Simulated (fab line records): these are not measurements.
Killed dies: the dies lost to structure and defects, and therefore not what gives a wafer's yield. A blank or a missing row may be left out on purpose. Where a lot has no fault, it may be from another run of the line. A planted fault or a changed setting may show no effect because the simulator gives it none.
Commonality check across tools :: flow sky130 :: 10 lots, 30 wafers sampled

== WHY IT WAS OPENED ==
Of 10 lots, 3 have the reading SD_N_RS flagged at SKY_SD_N_RS_MEAS_16. Wafers without a fault read 68.51 ohm/sq, standard deviation 0.11.
Rule: a lot gets a flag if all its wafers with a number sit over 4 standard deviations from that mean, or if no wafer of it has a number. The other lots count as sound.

lot: L591
measured: day 28 22:25
on: filmMetro-03
SD_N_RS (ohm/sq), wafer by wafer: 68.61 68.47 68.45
flag: 

lot: L592
measured: day 29 00:59
on: filmMetro-01
SD_N_RS (ohm/sq), wafer by wafer: 68.47 68.49 68.56
flag: 

lot: L595
measured: day 30 06:48
on: filmMetro-01
SD_N_RS (ohm/sq), wafer by wafer: 68.44 68.51 68.53
flag: 

lot: L596
measured: day 30 14:39
on: filmMetro-03
SD_N_RS (ohm/sq), wafer by wafer: 68.37 68.62 68.52
flag: 

lot: L603
measured: day 32 23:22
on: filmMetro-01
SD_N_RS (ohm/sq), wafer by wafer: 65.90 66.01 65.89
flag: FLAGGED

lot: L604
measured: day 33 09:01
on: filmMetro-01
SD_N_RS (ohm/sq), wafer by wafer: 66.21 65.97 66.00
flag: FLAGGED

lot: L606
measured: day 34 03:50
on: filmMetro-04
SD_N_RS (ohm/sq), wafer by wafer: 66.18 65.97 66.01
flag: FLAGGED

lot: L609
measured: day 34 20:40
on: filmMetro-03
SD_N_RS (ohm/sq), wafer by wafer: 68.38 68.59 68.54
flag: 

lot: L610
measured: day 34 23:35
on: filmMetro-01
SD_N_RS (ohm/sq), wafer by wafer: 68.33 68.33 68.52
flag: 

lot: L611
measured: day 35 10:37
on: filmMetro-04
SD_N_RS (ohm/sq), wafer by wafer: 68.64 68.49 68.66
flag: 
On average the flagged lots' numbers are 66.02 ohm/sq, which is -2.49 ohm/sq against the usual, or -23 standard deviations.

== WHICH TOOL RAN EACH LOT ==
Before the reading, the record contains 4 process steps out of a 708-step route. Read each cell as the tool, then ch plus the chambers that the sampled wafers visited, then the start.
lot: L591
flag: 
SKY_POLY_CUT_ETCH_10: rieDiel-04 ch 0,1,2, day 25 06:55
SKY_POLY_CUT_STRIP_12: plasmaAsher-01 ch 0,1, day 25 06:59
SKY_SD_N_IMPLANT_09: implanter-03 ch 0, day 28 21:43
SKY_SD_N_STRIP_11: plasmaAsher-02 ch 0,1, day 28 22:01

lot: L592
flag: 
SKY_POLY_CUT_ETCH_10: rieDiel-04 ch 0,2, day 25 11:16
SKY_POLY_CUT_STRIP_12: plasmaAsher-04 ch 0,1, day 25 11:20
SKY_SD_N_IMPLANT_09: implanter-03 ch 0, day 29 00:19
SKY_SD_N_STRIP_11: plasmaAsher-03 ch 0,1, day 29 00:37

lot: L595
flag: 
SKY_POLY_CUT_ETCH_10: rieDiel-03 ch 0,1,2, day 26 17:14
SKY_POLY_CUT_STRIP_12: plasmaAsher-04 ch 0,1, day 26 17:21
SKY_SD_N_IMPLANT_09: implanter-03 ch 0, day 30 06:07
SKY_SD_N_STRIP_11: plasmaAsher-03 ch 0,1, day 30 06:25

lot: L596
flag: 
SKY_POLY_CUT_ETCH_10: rieDiel-02 ch 2,3, day 27 02:25
SKY_POLY_CUT_STRIP_12: plasmaAsher-03 ch 0,1, day 27 02:31
SKY_SD_N_IMPLANT_09: implanter-01 ch 0, day 30 13:55
SKY_SD_N_STRIP_11: plasmaAsher-02 ch 0,1, day 30 14:13

lot: L603
flag: FLAGGED
SKY_POLY_CUT_ETCH_10: rieDiel-03 ch 2,3, day 29 11:07
SKY_POLY_CUT_STRIP_12: plasmaAsher-03 ch 0,1, day 29 11:11
SKY_SD_N_IMPLANT_09: implanter-01 ch 0, day 32 22:40
SKY_SD_N_STRIP_11: plasmaAsher-03 ch 0,1, day 32 22:58

lot: L604
flag: FLAGGED
SKY_POLY_CUT_ETCH_10: rieDiel-04 ch 0,1,2, day 29 20:47
SKY_POLY_CUT_STRIP_12: plasmaAsher-03 ch 0,1, day 29 20:54
SKY_SD_N_IMPLANT_09: implanter-01 ch 0, day 33 08:21
SKY_SD_N_STRIP_11: plasmaAsher-02 ch 0,1, day 33 08:37

lot: L606
flag: FLAGGED
SKY_POLY_CUT_ETCH_10: rieDiel-02 ch 1,2, day 30 17:34
SKY_POLY_CUT_STRIP_12: plasmaAsher-03 ch 0, day 30 17:39
SKY_SD_N_IMPLANT_09: implanter-01 ch 0, day 34 03:09
SKY_SD_N_STRIP_11: plasmaAsher-02 ch 0,1, day 34 03:25

lot: L609
flag: 
SKY_POLY_CUT_ETCH_10: rieDiel-03 ch 0,2, day 31 06:46
SKY_POLY_CUT_STRIP_12: plasmaAsher-01 ch 0,1, day 31 06:51
SKY_SD_N_IMPLANT_09: implanter-03 ch 0, day 34 19:58
SKY_SD_N_STRIP_11: plasmaAsher-03 ch 0,1, day 34 20:16

lot: L610
flag: 
SKY_POLY_CUT_ETCH_10: rieDiel-02 ch 1,2,3, day 31 14:22
SKY_POLY_CUT_STRIP_12: plasmaAsher-03 ch 0,1, day 31 14:26
SKY_SD_N_IMPLANT_09: implanter-03 ch 0, day 34 22:53
SKY_SD_N_STRIP_11: plasmaAsher-04 ch 0,1, day 34 23:11

lot: L611
flag: 
SKY_POLY_CUT_ETCH_10: rieDiel-02 ch 1,2,3, day 32 03:55
SKY_POLY_CUT_STRIP_12: plasmaAsher-03 ch 0,1, day 32 03:59
SKY_SD_N_IMPLANT_09: implanter-02 ch 0, day 35 09:55
SKY_SD_N_STRIP_11: plasmaAsher-04 ch 0,1, day 35 10:13
What these steps do:
- SKY_POLY_CUT_ETCH_10: etches BARC in N2/H2, stops on SiO2, time 45.9 s, target depth 60 nm.
- SKY_POLY_CUT_STRIP_12: strips in O2/N2.
- SKY_SD_N_IMPLANT_09
- SKY_SD_N_STRIP_11: strips in O2/N2.
- SKY_SD_N_RS_MEAS_16: measures by four-point-probe.

== FLAGGED OVER TOTAL, TOOL BY TOOL (the gauges that took the reading come last) ==
step: SKY_POLY_CUT_ETCH_10
tool: rieDiel-02
lots run: 4
flagged: 1
share of the flagged lots: some
sound lots run after its first flagged lot: 2 (L610,L611)

step: SKY_POLY_CUT_ETCH_10
tool: rieDiel-03
lots run: 3
flagged: 1
share of the flagged lots: some
sound lots run after its first flagged lot: 1 (L609)

step: SKY_POLY_CUT_ETCH_10
tool: rieDiel-04
lots run: 3
flagged: 1
share of the flagged lots: some
sound lots run after its first flagged lot: 0

step: SKY_POLY_CUT_STRIP_12
tool: plasmaAsher-01
lots run: 2
flagged: 0
share of the flagged lots: none
sound lots run after its first flagged lot: -

step: SKY_POLY_CUT_STRIP_12
tool: plasmaAsher-03
lots run: 6
flagged: 3
share of the flagged lots: all
sound lots run after its first flagged lot: 2 (L610,L611)

step: SKY_POLY_CUT_STRIP_12
tool: plasmaAsher-04
lots run: 2
flagged: 0
share of the flagged lots: none
sound lots run after its first flagged lot: -

step: SKY_SD_N_IMPLANT_09
tool: implanter-01
lots run: 4
flagged: 3
share of the flagged lots: all
sound lots run after its first flagged lot: 0

step: SKY_SD_N_IMPLANT_09
tool: implanter-02
lots run: 1
flagged: 0
share of the flagged lots: none
sound lots run after its first flagged lot: -

step: SKY_SD_N_IMPLANT_09
tool: implanter-03
lots run: 5
flagged: 0
share of the flagged lots: none
sound lots run after its first flagged lot: -

step: SKY_SD_N_STRIP_11
tool: plasmaAsher-02
lots run: 4
flagged: 2
share of the flagged lots: some
sound lots run after its first flagged lot: 0

step: SKY_SD_N_STRIP_11
tool: plasmaAsher-03
lots run: 4
flagged: 1
share of the flagged lots: some
sound lots run after its first flagged lot: 1 (L609)

step: SKY_SD_N_STRIP_11
tool: plasmaAsher-04
lots run: 2
flagged: 0
share of the flagged lots: none
sound lots run after its first flagged lot: -

step: SKY_SD_N_RS_MEAS_16
tool: filmMetro-01
lots run: 5
flagged: 2
share of the flagged lots: some
sound lots run after its first flagged lot: 1 (L610)

step: SKY_SD_N_RS_MEAS_16
tool: filmMetro-03
lots run: 3
flagged: 0
share of the flagged lots: none
sound lots run after its first flagged lot: -

step: SKY_SD_N_RS_MEAS_16
tool: filmMetro-04
lots run: 2
flagged: 1
share of the flagged lots: some
sound lots run after its first flagged lot: 1 (L611)

== WHAT IS ALLOWED BY THE TABLE ==
Rows of the table that ran all the flagged lots, 2 in number: plasmaAsher-03 at SKY_POLY_CUT_STRIP_12; implanter-01 at SKY_SD_N_IMPLANT_09.
- plasmaAsher-03 at SKY_POLY_CUT_STRIP_12 ran 6 lots, 3 of them flagged. Sound lots ran on it after the first flagged one (L610, L611), which a lasting fault on the whole tool wouldn't allow.
- implanter-01 at SKY_SD_N_IMPLANT_09 ran 4 lots, 3 of them flagged. It ran its last sound lot, L596, at day 30 13:55 and its first flagged lot, L603, at day 32 22:40: a fault with its onset between the two fits. Its own readings lie more than 4 standard deviations out on every wafer of the flagged lots: beamOnS, doseIonsCm2.
Just one tool remains: implanter-01 at SKY_SD_N_IMPLANT_09.

== WHAT THE SIMULATOR HAD INSERTED ==
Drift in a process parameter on implanter-01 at SKY_SD_N_IMPLANT_09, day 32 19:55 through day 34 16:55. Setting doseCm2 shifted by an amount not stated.
Lots struck among those shown: L603, L604, L606. Same finding as the rule above.
